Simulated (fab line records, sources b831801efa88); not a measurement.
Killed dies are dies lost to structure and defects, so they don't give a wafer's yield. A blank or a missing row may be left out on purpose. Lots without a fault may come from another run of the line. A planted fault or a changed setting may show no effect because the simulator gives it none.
fab line records | flow sky130
record lots=24 wafers=72 last_day=50
route steps=708 shown SD_N@358 LI_CONTACT@381 CONTACT@432 METAL2@501 METAL3@532
lots that met no fault: from a run of the same line without faults
start_h: hours from the record's first day to the start of the lot's first wafer shown | wait_h: hours since the lot's step before | " the same as in the row above | L1.1+2: a row that stands for several wafers | - no value, or no start given | * or withheld: withheld | < > ~ a bound
route shown NAME@n: a module of which the file shows steps, and the number in the route of the first | usual: mean/standard deviation of fault-free wafers | same: alike in all rows | chamber/n: place in a boat | sites: the reading at each site | _std_site: their standard deviation | _edge_site: outer sites' mean less inner sites' | radius_mm: how far each site lies from the wafer's centre | mask NAME#n: copy n | behind: the tool/chamber that last shaped the wafer | hold: why the lot was held/for how many hours/how that ended | device: the transistor (n, p or np) that didn't switch | end of line: the same wafers' tests at the end of the route | a step without rows: its recipe alone | killed: dies lost to structure and defects at the first sort, not the wafer's yield | map: a wafer's dies, x killed, . not, _ none there
set.NAME: the setting as run; set.NAME@STEP: as run at that earlier step | model.NAME: the simulator's own value behind a step, which no gauge read
steps of the route over a sample of lots; a table a step, a row a wafer
services: from which hour (start_h, from the record's first day; less than 0 if before it) a tool's chamber was out of use, for how many hours, and why
## steps
# step SKY_SD_N_RS_MEAS_16
# recipe thk_meas_gauge=four-point-probe
# usual SD_N_RS=69.06/0.11
# columns lot.wafer tool chamber start_h wait_h SD_N_RS[ohm/sq]
L074.2 film_metro-01 - 647.84 0.1 69.01
L074.4 " - " " 68.99
L074.5 " - " " 69.00
L076.2 film_metro-01 - 659.44 0.1 69.25
L076.4 " - " " 69.29
L076.5 " - " " 69.20
L075.2 film_metro-04 - 661.32 0.1 69.13
L075.5 " - " " 69.20
L075.6 " - " " 69.18
L077.2 film_metro-02 - 670.42 0.1 68.88
L077.3 " - " " 69.18
L077.5 " - " " 69.07
L078.2 film_metro-02 - 683.04 0.1 68.92
L078.4 " - " " 69.07
L078.6 " - " " 68.92
L079.1 film_metro-04 - 683.15 0.1 69.27
L079.3 " - " " 69.12
L079.6 " - " " 69.11
L080.1 film_metro-04 - 695.60 0.1 69.21
L080.2 " - " " 69.04
L080.5 " - " " 69.14
L081.1 film_metro-01 - 721.57 0.1 68.98
L081.2 " - " " 68.95
L081.6 " - " " 69.04
L082.1 film_metro-01 - 723.90 0.1 69.30
L082.4 " - " " 69.27
L082.6 " - " " 69.23
L083.4 film_metro-02 - 733.91 0.1 69.19
L083.5 " - " " 69.14
L083.6 " - " " 69.02
L084.2 film_metro-01 - 748.42 0.1 69.09
L084.5 " - " " 69.04
L084.6 " - " " 69.14
L085.1 film_metro-04 - 750.32 0.1 69.08
L085.2 " - " " 69.03
L085.6 " - " " 69.22
L086.2 film_metro-02 - 759.42 0.1 69.21
L086.5 " - " " 68.99
L086.6 " - " " 69.00
L088.1 film_metro-02 - 771.88 0.1 68.87
L088.5 " - " " 68.96
L088.6 " - " " 68.80
L087.2 film_metro-01 - 772.32 0.1 69.05
L087.4 " - " " 69.00
L087.5 " - " " 68.83
L089.1 film_metro-01 - 779.70 0.1 69.23
L089.2 " - " " 68.93
L089.6 " - " " 69.05
L091.1 film_metro-01 - 796.40 0.1 69.07
L091.3 " - " " 69.04
L091.4 " - " " 69.04
L090.1 film_metro-01 - 797.38 0.1 69.24
L090.4 " - " " 69.16
L090.6 " - " " 69.05
L093.1 film_metro-01 - 804.23 0.1 68.94
L093.3 " - " " 68.98
L093.5 " - " " 68.98
L094.1 film_metro-01 - 808.47 0.1 68.91
L094.5 " - " " 68.81
L094.6 " - " " 68.90
L092.3 film_metro-02 - 808.47 0.1 69.10
L092.4 " - " " 69.04
L092.5 " - " " 68.99
L095.3 film_metro-02 - 815.31 0.1 69.01
L095.4 " - " " 69.06
L095.5 " - " " 69.04
L096.2 film_metro-01 - 825.72 0.1 69.15
L096.3 " - " " 69.00
L096.4 " - " " 69.11
L097.1 film_metro-04 - 826.54 0.1 69.06
L097.3 " - " " 69.00
L097.5 " - " " 68.95
# step SKY_LI_CONTACT_SPUTTER_19
# recipe material=Ti target_thk_nm=20 chamber_pressure_pa=5 power_w=2500 substrate_temp_c=200 time_s=106.37
# usual chamber_pressure_pa=5.002/0.0095 throttle_valve_pct=29.8/0.86
# columns lot.wafer tool chamber start_h wait_h chamber_pressure_pa throttle_valve_pct
L074.2 pvd_sputter-03 - 677.56 0.0 5.017 29.3
L074.4 " - " " 5.033 29.0
L074.5 " - " " 4.995 29.1
L076.2 pvd_sputter-03 - 688.99 0.0 4.988 30.7
L076.4 " - " " 4.987 29.9
L076.5 " - " " 5.000 29.5
L075.2 pvd_sputter-04 - 690.81 0.0 5.006 28.1
L075.5 " - " " 5.003 30.9
L075.6 " - " " 5.000 31.1
L077.2 pvd_sputter-03 - 700.74 0.0 4.992 29.0
L077.3 " - " " 4.997 29.6
L077.5 " - " " 5.006 30.7
L078.2 pvd_sputter-02 - 712.04 0.0 5.002 28.9
L078.4 " - " " 4.995 29.8
L078.6 " - " " 4.995 29.4
L079.1 pvd_sputter-04 - 713.19 0.0 5.003 31.0
L079.3 " - " " 5.006 28.4
L079.6 " - " " 5.004 31.1
L080.1 pvd_sputter-03 - 723.99 0.0 5.010 29.8
L080.2 " - " " 5.014 30.6
L080.5 " - " " 4.996 29.3
L081.1 pvd_sputter-03 - 750.96 0.0 5.015 29.1
L081.2 " - " " 5.023 30.0
L081.6 " - " " 5.003 29.3
L082.1 pvd_sputter-03 - 752.86 0.0 4.999 29.9
L082.4 " - " " 5.012 30.8
L082.6 " - " " 5.006 29.2
L083.4 pvd_sputter-04 - 762.25 0.0 5.007 30.7
L083.5 " - " " 4.995 31.0
L083.6 " - " " 4.989 31.0
L084.2 pvd_sputter-02 - 776.47 0.0 4.992 28.7
L084.5 " - " " 4.989 29.5
L084.6 " - " " 4.992 29.4
L085.1 pvd_sputter-03 - 778.73 0.0 5.002 29.0
L085.2 " - " " 4.997 30.1
L085.6 " - " " 4.996 28.8
L086.2 pvd_sputter-04 - 787.34 0.0 5.012 31.0
L086.5 " - " " 5.018 30.3
L086.6 " - " " 5.003 31.1
L088.1 pvd_sputter-03 - 799.41 0.0 4.996 30.8
L088.5 " - " " 5.014 29.8
L088.6 " - " " 5.007 30.4
L087.2 pvd_sputter-04 - 799.90 0.0 5.015 30.1
L087.4 " - " " 4.981 28.2
L087.5 " - " " 5.007 30.8
L089.1 pvd_sputter-02 - 807.59 0.0 5.010 29.3
L089.2 " - " " 4.991 29.9
L089.6 " - " " 5.003 29.4
L091.1 pvd_sputter-04 - 823.82 0.0 5.008 31.2
L091.3 " - " " 5.010 29.9
L091.4 " - " " 5.000 28.1
L090.1 pvd_sputter-02 - 824.77 0.0 5.010 29.4
L090.4 " - " " 4.998 29.7
L090.6 " - " " 5.003 29.9
L093.1 pvd_sputter-03 - 831.45 0.0 5.003 30.6
L093.3 " - " " 5.003 29.3
L093.5 " - " " 5.014 29.9
L092.3 pvd_sputter-02 - 836.19 0.0 5.004 29.8
L092.4 " - " " 5.013 29.2
L092.5 " - " " 4.998 29.0
L094.1 pvd_sputter-04 - 836.54 0.0 5.002 31.2
L094.5 " - " " 5.011 28.0
L094.6 " - " " 4.998 30.3
L095.3 pvd_sputter-04 - 842.56 0.0 4.995 30.9
L095.4 " - " " 5.009 30.1
L095.5 " - " " 4.992 30.4
L096.2 pvd_sputter-03 - 852.86 0.0 4.987 30.7
L096.3 " - " " 5.001 29.9
L096.4 " - " " 5.008 28.8
L097.1 pvd_sputter-04 - 853.82 0.0 4.999 31.1
L097.3 " - " " 5.005 31.1
L097.5 " - " " 4.993 30.1
# step SKY_LI_CONTACT_RS_MEAS_22
# recipe thk_meas_gauge=four-point-probe reads=W_of_LI_CONTACT_CVD_21+TiN_of_LI_CONTACT_SPUTTER_20+Ti_of_LI_CONTACT_SPUTTER_19
# usual LI_CONTACT_W_RS=0.2834/0.0028
# columns lot.wafer tool chamber start_h wait_h LI_CONTACT_W_RS[ohm/sq]
L074.2 film_metro-02 - 677.84 0.1 0.2770
L074.4 " - " " 0.2820
L074.5 " - " " 0.2816
L076.2 film_metro-02 - 689.27 0.1 0.2844
L076.4 " - " " 0.2831
L076.5 " - " " 0.2834
L075.2 film_metro-01 - 691.09 0.1 0.2818
L075.5 " - " " 0.2856
L075.6 " - " " 0.2823
L077.2 film_metro-04 - 701.02 0.1 0.2875
L077.3 " - " " 0.2851
L077.5 " - " " 0.2829
L078.2 film_metro-04 - 712.32 0.1 0.2862
L078.4 " - " " 0.2830
L078.6 " - " " 0.2845
L079.1 film_metro-02 - 713.45 0.1 0.2885
L079.3 " - " " 0.2875
L079.6 " - " " 0.2851
L080.1 film_metro-02 - 724.25 0.1 0.2883
L080.2 " - " " 0.2895
L080.5 " - " " 0.2883
L081.1 film_metro-04 - 751.22 0.1 0.2786
L081.2 " - " " 0.2778
L081.6 " - " " 0.2787
L082.1 film_metro-01 - 753.12 0.1 0.2844
L082.4 " - " " 0.2875
L082.6 " - " " 0.2825
L083.4 film_metro-01 - 762.57 0.1 0.2795
L083.5 " - " " 0.2801
L083.6 " - " " 0.2801
L084.2 film_metro-01 - 776.75 0.1 0.2860
L084.5 " - " " 0.2858
L084.6 " - " " 0.2871
L085.1 film_metro-02 - 778.99 0.1 0.2875
L085.2 " - " " 0.2854
L085.6 " - " " 0.2858
L086.2 film_metro-04 - 787.62 0.1 0.2883
L086.5 " - " " 0.2818
L086.6 " - " " 0.2833
L088.1 film_metro-04 - 799.67 0.1 0.2809
L088.5 " - " " 0.2814
L088.6 " - " " 0.2817
L087.2 film_metro-01 - 800.18 0.1 0.2824
L087.4 " - " " 0.2800
L087.5 " - " " 0.2849
L089.1 film_metro-04 - 807.85 0.1 0.2816
L089.2 " - " " 0.2790
L089.6 " - " " 0.2808
L091.1 film_metro-01 - 824.08 0.1 0.2844
L091.3 " - " " 0.2808
L091.4 " - " " 0.2841
L090.1 film_metro-04 - 825.03 0.1 0.2836
L090.4 " - " " 0.2843
L090.6 " - " " 0.2840
L093.1 film_metro-02 - 831.72 0.1 0.2838
L093.3 " - " " 0.2865
L093.5 " - " " 0.2812
L092.3 film_metro-01 - 836.49 0.1 0.2833
L092.4 " - " " 0.2813
L092.5 " - " " 0.2821
L094.1 film_metro-04 - 836.80 0.1 0.2820
L094.5 " - " " 0.2887
L094.6 " - " " 0.2827
L095.3 film_metro-04 - 842.86 0.1 0.2840
L095.4 " - " " 0.2839
L095.5 " - " " 0.2822
L096.2 film_metro-02 - 853.14 0.1 0.2871
L096.3 " - " " 0.2871
L096.4 " - " " 0.2821
L097.1 film_metro-02 - 854.08 0.1 0.2868
L097.3 " - " " 0.2828
L097.5 " - " " 0.2879
# step SKY_CONTACT_THK_MEAS_26
# recipe thk_meas_gauge=xrf reads=W_of_CONTACT_CVD_24
# usual CONTACT_W_THK=334/4.2
# columns lot.wafer tool chamber start_h wait_h CONTACT_W_THK[nm]
L074.2 film_metro-04 - 736.12 0.1 340
L074.4 " - " " 341
L074.5 " - " " 339
L076.2 film_metro-03 - 748.28 0.1 323
L076.4 " - " " 333
L076.5 " - " " 330
L075.2 film_metro-04 - 749.96 0.1 333
L075.5 " - " " 338
L075.6 " - " " 330
L077.2 film_metro-03 - 759.54 0.1 335
L077.3 " - " " 338
L077.5 " - " " 339
L078.2 film_metro-03 - 770.36 0.1 335
L078.4 " - " " 337
L078.6 " - " " 329
L079.1 film_metro-03 - 771.86 0.1 336
L079.3 " - " " 338
L079.6 " - " " 336
L080.1 film_metro-03 - 782.30 0.1 337
L080.2 " - " " 340
L080.5 " - " " 340
L081.1 film_metro-01 - 807.70 0.1 334
L081.2 " - " " 332
L081.6 " - " " 332
L082.1 film_metro-01 - 809.20 0.1 340
L082.4 " - " " 332
L082.6 " - " " 335
L083.4 film_metro-01 - 818.56 0.1 334
L083.5 " - " " 334
L083.6 " - " " 336
L084.2 film_metro-03 - 833.07 0.1 330
L084.5 " - " " 327
L084.6 " - " " 334
L085.1 film_metro-03 - 835.61 0.1 333
L085.2 " - " " 344
L085.6 " - " " 338
L086.2 film_metro-03 - 842.46 0.1 329
L086.5 " - " " 334
L086.6 " - " " 329
L088.1 film_metro-04 - 855.31 0.1 334
L088.5 " - " " 335
L088.6 " - " " 333
L087.2 film_metro-03 - 855.91 0.1 328
L087.4 " - " " 330
L087.5 " - " " 332
L089.1 film_metro-01 - 863.36 0.1 333
L089.2 " - " " 330
L089.6 " - " " 330
L091.1 film_metro-03 - 879.47 0.1 331
L091.3 " - " " 332
L091.4 " - " " 329
L090.1 film_metro-01 - 880.40 0.1 329
L090.4 " - " " 332
L090.6 " - " " 333
L093.1 film_metro-01 - 885.66 0.1 328
L093.3 " - " " 331
L093.5 " - " " 331
L092.3 film_metro-03 - 891.74 0.1 332
L092.4 " - " " 337
L092.5 " - " " 333
L094.1 film_metro-03 - 892.07 0.1 334
L094.5 " - " " 336
L094.6 " - " " 330
L095.3 film_metro-04 - 898.04 0.1 333
L095.4 " - " " 332
L095.5 " - " " 332
L096.2 film_metro-01 - 908.00 0.1 340
L096.3 " - " " 336
L096.4 " - " " 342
L097.1 film_metro-03 - 909.40 0.1 333
L097.3 " - " " 329
L097.5 " - " " 333
# step SKY_METAL2_ETCH_18
# recipe chemistry=N2/H2 target=BARC ion_energy_ev=200 bias_w=100 pressure_mtorr=30 n2_flow_sccm=100 h2_flow_sccm=200 icp_w=500 stop_on=SiO2 time_s=45.9 target_depth_a=600
# usual drypump_motor_current_A=5.8/0.38 oes_product_au=0.853/0.0051 throttle_valve_pct=13.226/0.0092
# columns lot.wafer tool chamber start_h wait_h drypump_motor_current_A oes_product_au rf_hours_counter_h throttle_valve_pct
L074.2 rie_metal-02 0 819.20 0.0 6.4 0.866 13 13.236
L074.4 " 1 " " 5.7 0.855 - 13.216
L074.5 " 1 " " 5.7 0.848 - 13.227
L076.2 rie_metal-01 0 831.38 0.0 5.3 0.846 11 13.224
L076.4 " 0 " " 5.3 0.858 - 13.234
L076.5 " 1 " " 6.6 0.856 - 13.233
L075.2 rie_metal-02 1 832.88 0.0 5.7 0.857 5 13.238
L075.5 " 1 " " 5.7 0.847 - 13.232
L075.6 " 0 " " 6.4 0.857 - 13.235
L077.2 rie_metal-02 1 841.42 0.0 5.7 0.857 6 13.206
L077.3 " 0 " " 6.4 0.860 - 13.236
L077.5 " 1 " " 5.7 0.860 - 13.218
L078.2 rie_metal-02 0 852.20 0.0 6.4 0.853 14 13.228
L078.4 " 0 " " 6.4 0.858 - 13.224
L078.6 " 1 " " 5.7 0.857 - 13.224
L079.1 rie_metal-02 1 853.93 0.0 5.7 0.851 6 13.219
L079.3 " 0 " " 6.4 0.854 - 13.231
L079.6 " 1 " " 5.7 0.850 - 13.224
L080.1 rie_metal-01 1 864.80 0.0 6.6 0.857 8 13.228
L080.2 " 0 " " 5.3 0.856 13 13.228
L080.5 " 0 " " 5.3 0.855 - 13.213
L081.1 rie_metal-02 0 889.45 0.0 6.4 0.853 16 13.216
L081.2 " 1 " " 5.7 0.858 8 13.237
L081.6 " 1 " " 5.7 0.859 - 13.246
L082.1 rie_metal-03 1 891.00 0.0 5.5 0.855 8 13.214
L082.4 " 0 " " 5.8 0.856 - 13.208
L082.6 " 0 " " 5.8 0.843 - 13.223
L083.4 rie_metal-03 1 897.89 0.0 5.5 0.848 - 13.231
L083.5 " 0 " " 5.8 0.849 - 13.235
L083.6 " 1 " " 5.5 0.850 - 13.230
L084.2 rie_metal-03 0 913.75 0.0 5.8 0.853 5 13.237
L084.5 " 0 " " 5.8 0.851 - 13.227
L084.6 " 1 " " 5.5 0.850 - 13.231
L085.1 rie_metal-02 0 916.73 0.0 6.4 0.845 17 13.207
L085.2 " 1 " " 5.7 0.852 9 13.219
L085.6 " 0 " " 6.4 0.855 - 13.239
L086.2 rie_metal-03 0 923.57 0.0 5.8 0.852 6 13.225
L086.5 " 1 " " 5.5 0.854 - 13.216
L086.6 " 0 " " 5.8 0.848 - 13.232
L088.1 rie_metal-03 1 936.33 0.0 5.5 0.845 10 13.228
L088.5 " 0 " " 5.8 0.856 - 13.227
L088.6 " 1 " " 5.5 0.853 - 13.235
L087.2 rie_metal-01 0 936.73 0.1 5.3 0.848 - 13.236
L087.4 " 0 " " 5.3 0.857 - 13.230
L087.5 " 0 " " 5.3 0.844 - 13.219
L089.1 rie_metal-02 1 943.30 0.1 5.7 0.856 10 13.224
L089.2 " 1 " " 5.7 0.860 - 13.233
L089.6 " 1 " " 5.7 0.855 - 13.212
L091.1 rie_metal-03 1 955.32 0.0 5.5 0.863 11 13.237
L091.3 " 0 " " 5.8 0.852 - 13.238
L091.4 " 1 " " 5.5 0.856 - 13.238
L090.1 rie_metal-02 1 956.91 0.1 5.7 0.854 11 13.228
L090.4 " 1 " " 5.7 0.848 - 13.243
L090.6 " 1 " " 5.7 0.849 - 13.223
L093.1 rie_metal-03 0 964.45 0.0 5.8 0.853 8 13.237
L093.3 " 1 " " 5.5 0.851 - 13.229
L093.5 " 0 " " 5.8 0.853 - 13.236
L092.3 rie_metal-02 0 969.27 0.0 6.4 0.849 - 13.219
L092.4 " 1 " " 5.7 0.851 - 13.233
L092.5 " 0 " " 6.4 0.854 - 13.218
L094.1 rie_metal-03 1 969.37 0.0 5.5 0.852 12 13.225
L094.5 " 1 " " 5.5 0.846 - 13.210
L094.6 " 0 " " 5.8 0.850 - 13.226
L095.3 rie_metal-02 0 975.82 0.0 6.4 0.858 - 13.227
L095.4 " 1 " " 5.7 0.857 - 13.240
L095.5 " 0 " " 6.4 0.867 - 13.232
L096.2 rie_metal-03 0 983.30 0.0 5.8 0.852 10 13.227
L096.3 " 0 " " 5.8 0.853 - 13.239
L096.4 " 1 " " 5.5 0.854 - 13.209
L097.1 rie_metal-02 1 985.85 0.0 5.7 0.860 12 13.227
L097.3 " 0 " " 6.4 0.852 - 13.227
L097.5 " 1 " " 5.7 0.848 - 13.231
# step SKY_METAL3_SPUTTER_00
# recipe material=Ti target_thk_nm=15 power_w=3000 time_s=10 chamber_pressure_pa=0.4
# usual chamber_pressure_pa=0.4000/0.00078 throttle_valve_pct=29.8/0.91
# columns lot.wafer tool chamber start_h wait_h chamber_pressure_pa throttle_valve_pct
L074.2 pvd_sputter-04 - 846.85 0.1 0.4000 31.2
L074.4 " - " " 0.4009 30.8
L074.5 " - " " 0.4007 28.0
L076.2 pvd_sputter-04 - 859.00 0.1 0.3991 31.3
L076.4 " - " " 0.4007 30.3
L076.5 " - " " 0.3994 28.4
L075.2 pvd_sputter-01 - 861.62 0.2 0.4002 29.9
L075.5 " - " " 0.4003 29.1
L075.6 " - " " 0.3996 30.1
L077.2 pvd_sputter-02 - 869.71 0.2 0.3991 28.3
L077.3 " - " " 0.4008 29.3
L077.5 " - " " 0.4009 29.4
L078.2 pvd_sputter-04 - 881.13 0.2 0.4013 30.0
L078.4 " - " " 0.3991 31.2
L078.6 " - " " 0.3992 31.0
L079.1 pvd_sputter-04 - 882.63 0.2 0.3991 28.3
L079.3 " - " " 0.3991 30.9
L079.6 " - " " 0.4011 30.8
L080.1 pvd_sputter-02 - 893.39 0.1 0.4002 29.2
L080.2 " - " " 0.3994 29.7
L080.5 " - " " 0.4004 29.8
L081.1 pvd_sputter-04 - 918.29 0.1 0.3986 30.9
L081.2 " - " " 0.4005 31.1
L081.6 " - " " 0.3994 30.9
L082.1 pvd_sputter-01 - 920.11 0.1 0.3995 30.2
L082.4 " - " " 0.4008 29.6
L082.6 " - " " 0.3998 30.0
L083.4 pvd_sputter-04 - 926.19 0.2 0.3999 30.8
L083.5 " - " " 0.3996 28.1
L083.6 " - " " 0.3999 31.1
L084.2 pvd_sputter-02 - 941.17 0.2 0.3999 29.1
L084.5 " - " " 0.4003 29.0
L084.6 " - " " 0.4000 29.8
L085.1 pvd_sputter-02 - 943.67 0.1 0.4004 29.5
L085.2 " - " " 0.4001 29.4
L085.6 " - " " 0.4000 29.6
L086.2 pvd_sputter-04 - 950.20 0.2 0.3999 31.3
L086.5 " - " " 0.3983 31.0
L086.6 " - " " 0.3994 30.9
L088.1 pvd_sputter-02 - 962.83 0.1 0.4005 30.2
L088.5 " - " " 0.3993 29.3
L088.6 " - " " 0.4002 29.3
L087.2 pvd_sputter-01 - 963.26 0.2 0.4002 29.5
L087.4 " - " " 0.3995 30.1
L087.5 " - " " 0.4011 30.0
L089.1 pvd_sputter-04 - 970.20 0.2 0.3986 28.4
L089.2 " - " " 0.4008 30.3
L089.6 " - " " 0.4006 31.1
L091.1 pvd_sputter-02 - 982.03 0.1 0.4005 29.2
L091.3 " - " " 0.4005 29.6
L091.4 " - " " 0.3993 28.7
L090.1 pvd_sputter-01 - 982.81 0.2 0.4006 29.4
L090.4 " - " " 0.3996 29.7
L090.6 " - " " 0.4003 29.7
L093.1 pvd_sputter-01 - 991.51 0.1 0.4019 29.6
L093.3 " - " " 0.3993 29.9
L093.5 " - " " 0.4006 29.4
L092.3 pvd_sputter-04 - 995.27 0.2 0.4010 30.8
L092.4 " - " " 0.4002 28.3
L092.5 " - " " 0.3991 30.1
L094.1 pvd_sputter-04 - 996.13 0.1 0.4001 30.8
L094.5 " - " " 0.4008 30.9
L094.6 " - " " 0.3997 30.1
L095.3 pvd_sputter-04 - 1002.26 0.1 0.4003 31.1
L095.4 " - " " 0.4005 28.1
L095.5 " - " " 0.4003 30.2
L096.2 pvd_sputter-01 - 1009.40 0.1 0.4002 29.8
L096.3 " - " " 0.4006 28.9
L096.4 " - " " 0.3996 30.0
L097.1 pvd_sputter-02 - 1011.20 0.1 0.4011 29.3
L097.3 " - " " 0.3990 29.0
L097.5 " - " " 0.4006 29.9
## services
# columns tool chamber start_h hours kind
pvd_sputter-03 - 655.11 0.8 repair
rie_metal-01 1 674.08 1.1 repair
rie_metal-01 - 693.32 2.8 pm
rie_metal-03 - 700.93 1.4 pm
pvd_sputter-03 - 710.50 0.7 repair
pvd_sputter-02 - 716.50 4.4 repair
rie_metal-01 - 733.99 5.8 repair
rie_metal-02 1 748.33 6.5 repair
rie_metal-01 - 771.00 26.5 repair
rie_metal-02 1 800.17 1.5 repair
pvd_sputter-04 - 806.81 2.7 repair
rie_metal-02 - 833.35 2.8 pm
pvd_sputter-03 - 848.06 4.5 repair
pvd_sputter-03 - 868.07 4.1 repair
rie_metal-03 1 875.22 11.9 repair
rie_metal-02 - 921.47 15.6 pm
rie_metal-02 - 938.23 0.4 repair
rie_metal-02 - 938.30 1.4 repair
rie_metal-02 - 946.98 1.5 repair
rie_metal-02 - 955.29 0.6 repair
rie_metal-03 - 961.36 0.7 repair
pvd_sputter-01 - 974.42 0.8 repair
rie_metal-02 1 979.04 6.5 repair
rie_metal-02 0 991.75 16.0 repair
## key
fault none
